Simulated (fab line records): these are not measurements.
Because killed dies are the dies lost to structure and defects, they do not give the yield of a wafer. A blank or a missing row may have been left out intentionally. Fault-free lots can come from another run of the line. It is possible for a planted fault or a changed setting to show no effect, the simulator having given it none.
Chamber matching :: flow sky130 :: SKY_VIA4_HDPCVD_00 on hdpcvd-02: 3 sister chambers
The step deposits SiO2, target thk 1750 nm, time 291.7 s. 6 wafers are shown with their chamber, then 6 later ones without.

WAFERS WITH THEIR CHAMBER
wafer: L545.3
chamber: 2
run_length_s (s): 318.7

wafer: L546.2
chamber: 2
run_length_s (s): 319.1

wafer: L548.3
chamber: 1
run_length_s (s): 320.0

wafer: L558.3
chamber: 0
run_length_s (s): 318.5

wafer: L558.4
chamber: 1
run_length_s (s): 320.0

wafer: L558.5
chamber: 0
run_length_s (s): 318.6

WAFERS WHOSE CHAMBER IS MISSING
wafer: L559.4
run_length_s (s): 320.2

wafer: L559.5
run_length_s (s): 318.9

wafer: L559.6
run_length_s (s): 318.4

wafer: L561.1
run_length_s (s): 320.4

wafer: L561.5
run_length_s (s): 318.6

wafer: L561.6
run_length_s (s): 319.1

CHAMBER TAKEN BY EACH
wafer: L559.4
from the rows above: 1
in truth: 1

wafer: L559.5
from the rows above: 2
in truth: 2

wafer: L559.6
from the rows above: 0
in truth: 0

wafer: L561.1
from the rows above: 1
in truth: 1

wafer: L561.5
from the rows above: can't be placed: 0 or 2
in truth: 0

wafer: L561.6
from the rows above: 2
in truth: 2
Correct placement for 5 of the 6. From these rows, 1 cannot be placed; in 1 the true chamber is one of the candidates. Placed wrongly: 0.
How it was worked out, from the rows above alone: a wafer's distance from a chamber is the root of the sum, over the readings, of the square of ((its reading less the chamber's mean) divided by the reading's scatter). The wafer belongs to the nearest chamber; if the next one is less than 2 further off, it can't be placed. For every chamber, the mean is computed from those of its wafers that are shown. The scatter: the root of (the sum of the squares of (reading less its chamber's mean) over the shown wafers, divided by (wafers less chambers)).
